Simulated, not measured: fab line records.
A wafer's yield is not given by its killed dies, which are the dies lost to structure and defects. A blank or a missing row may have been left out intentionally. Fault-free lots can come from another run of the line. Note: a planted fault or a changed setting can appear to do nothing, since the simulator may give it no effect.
Comparing a struck lot with a sound one / flow sky130 / 35 steps out of a route of 708
Sound: these wafers, L801.1, L801.2, L801.4. Wafers struck: L819.2, L819.5, L819.6. Last of all comes the cause.
At each step with rows: each side's tool, then ch and its chambers, then its first start. Under that, the readings that differ: sound wafers / struck wafers / difference of the means / sigmas: that difference in standard deviations of wafers without a fault.
alike: same words and numbers on both sides, and readings whose means sit less than 2 such deviations apart. not compared: any withheld reading, any reading some wafer has no value for, any bound like >300 that may hide the same value, and any number with overlapping values for which the record gives no deviation.
A row with sigmas, a row that says differs or no value, or rows on one side alone: a step with any of these is where the two part. Numbers that have no deviation but don't overlap get no sigmas and don't part them. A reading that every wafer of one side lacks parts them only if that side has two wafers or more.

SKY_SD_P_CD_MEAS_07 targets a cd of 380 nm.
  sound: cd-sem-01 at day 26 05:20; struck: cd-sem-02 at day 32 00:38
  alike: cd-nm
SKY_SD_P_OVL_MEAS_08:
  sound: overlay-01 at day 26 05:27; struck: overlay-02 at day 32 00:44
  alike: SD_P_OVL
after that, 1 step had no rows for these wafers: SKY_SD_P_IMPLANT_09.
SKY_SD_P_STRIP_10: strips in O2/N2.
  sound on plasma-asher-02 ch 0,1, day 26 05:38; struck on plasma-asher-03 ch 0,1, day 32 00:55
  alike: drypump-motor-current-A, n2-flow-sccm, oes-product-au, strip-time-to-endpoint-s
  not compared: rf-hours-counter-h
SKY_SD_P_TW_MEAS_11:
  sound: film-metro-04 at day 26 05:44; struck: film-metro-04 at day 32 01:01
  alike: SD_P_TW
then, 7 steps without rows for these wafers: SKY_RES_XHIGH_DEHYDRATE_00 (time 60 s); SKY_RES_XHIGH_HMDS_01 (prime time 60 s); SKY_RES_XHIGH_COAT_02 (resist thk 1140 nm); SKY_RES_XHIGH_SOFTBAKE_03 (time 60 s); SKY_RES_XHIGH_EXPOSE_04 (exposes mask URPM, target cd 1270 nm); SKY_RES_XHIGH_PEB_05; SKY_RES_XHIGH_DEVELOP_06 (develop time 60 s).
SKY_RES_XHIGH_IMPLANT_07:
  sound on implanter-04 ch 0, day 27 09:50; struck on implanter-01 ch 0, day 33 03:22
  alike: beam-on-s, tilt-deg
SKY_RES_XHIGH_STRIP_08: strips in O2/N2.
  sound on plasma-asher-04 ch 0,1, day 27 09:59; struck on plasma-asher-04 ch 0,1, day 33 03:29
  alike: drypump-motor-current-A, n2-flow-sccm, oes-product-au, strip-time-to-endpoint-s
  not compared: rf-hours-counter-h
SKY_RES_XHIGH_TW_MEAS_09:
  sound: film-metro-02 at day 27 10:05; struck: film-metro-02 at day 33 03:36
reading=RES_XHIGH_TW; sound=1619 1614 1618; struck=1589 1597 1594; difference=-24; sigmas=-3
then, 7 steps without rows for these wafers: SKY_SD_N_DEHYDRATE_00 (time 60 s); SKY_SD_N_HMDS_01 (prime time 60 s); SKY_SD_N_COAT_02 (resist thk 1140 nm); SKY_SD_N_SOFTBAKE_03 (time 60 s); SKY_SD_N_EXPOSE_04 (exposes mask NSDM, target cd 380 nm); SKY_SD_N_PEB_05; SKY_SD_N_DEVELOP_06 (develop time 60 s).
SKY_SD_N_CD_MEAS_07 targets a cd of 380 nm.
  sound: cd-sem-01 at day 28 14:40; struck: cd-sem-02 at day 34 05:34
  alike: cd-nm
SKY_SD_N_OVL_MEAS_08:
  sound: overlay-01 at day 28 14:47; struck: overlay-02 at day 34 05:40
reading=SD_N_OVL (nm); sound=1.7 1.0 1.3; struck=-1.2 -1.8 -1.0; difference=-2.7; sigmas=-2
then, 2 steps without rows for these wafers: SKY_SD_N_IMPLANT_09; SKY_SD_N_IMPLANT_10.
SKY_SD_N_STRIP_11: strips in O2/N2.
  sound on plasma-asher-04 ch 0,1, day 28 15:07; struck on plasma-asher-04 ch 0,1, day 34 05:59
  alike: drypump-motor-current-A, n2-flow-sccm, oes-product-au, strip-time-to-endpoint-s
  not compared: rf-hours-counter-h
SKY_SD_N_TW_MEAS_12:
  sound: film-metro-03 at day 28 15:13; struck: film-metro-03 at day 34 06:06
  alike: SD_N_TW
then, 1 step without rows for these wafers: SKY_SD_N_CLEAN_13 (cleans in SC1/SC2, time 150 s).
SKY_SD_N_RTA_14: time 2 s.
  sound on rtp-anneal-01 ch 0, day 28 15:20; struck on rtp-anneal-01 ch 0, day 34 06:13
  alike: lamp-power-pct, wafer_temp_C_max
SKY_SD_N_RS_MEAS_16: uses a four-point probe to measure.
  sound: film-metro-04 at day 28 15:30; struck: film-metro-04 at day 34 06:24
  alike: SD_N_RS
SKY_SD_N_RS_MEAS_17: uses a four-point probe to measure.
  sound: film-metro-04 at day 28 15:37; struck: film-metro-04 at day 34 06:31
  alike: SD_P_RS
SKY_SD_N_RS_MEAS_18: uses a four-point probe to measure.
  sound: film-metro-04 at day 28 15:44; struck: film-metro-04 at day 34 06:38
reading=RES_XHIGH_RS (ohm/sq); sound=333.7 333.8 333.0; struck=350.6 351.4 351.1; difference=+17.5; sigmas=+13
then, 1 step without rows for these wafers: SKY_SALICIDE_CLEAN_00 (cleans in HF-last, time 30 s).
-- the record jumps here: 16 days lie between the struck wafers' starts before and after (it left off in module SALICIDE and takes up again in module PAD_OPEN, whose first step shown is number 708 of the route) --
SKY_PAD_OPEN_PROBE_99:
  sound: prober-01 at day 46 13:18; struck: prober-01 at day 50 07:34
reading=model.etest.res-xhigh-po.rs-ohm-sq-range; sound=59.32 47.78 51.04; struck=1327 1281 1250; difference=+1233; sigmas=
reading=model.etest.res-xhigh-po.rs-ohm-sq-rim-less-centre; sound=4.949 -0.4904 -20.73; struck=153.1 155.7 141.1; difference=+155.4; sigmas=
  alike: killed_at_M0_to_M3, killed_at_M4_up, killed-at-contacts, killed-at-front-end, killed-at-other, killed-dies, killed-open, killed-short

== WHERE THEY PART ==
At SKY_RES_XHIGH_TW_MEAS_09 first; at SKY_SD_N_RS_MEAS_18 last (within this record only). Later steps at which nothing parts them and some readings are alike: SKY_PAD_OPEN_PROBE_99.

WHY: what the simulator had put in
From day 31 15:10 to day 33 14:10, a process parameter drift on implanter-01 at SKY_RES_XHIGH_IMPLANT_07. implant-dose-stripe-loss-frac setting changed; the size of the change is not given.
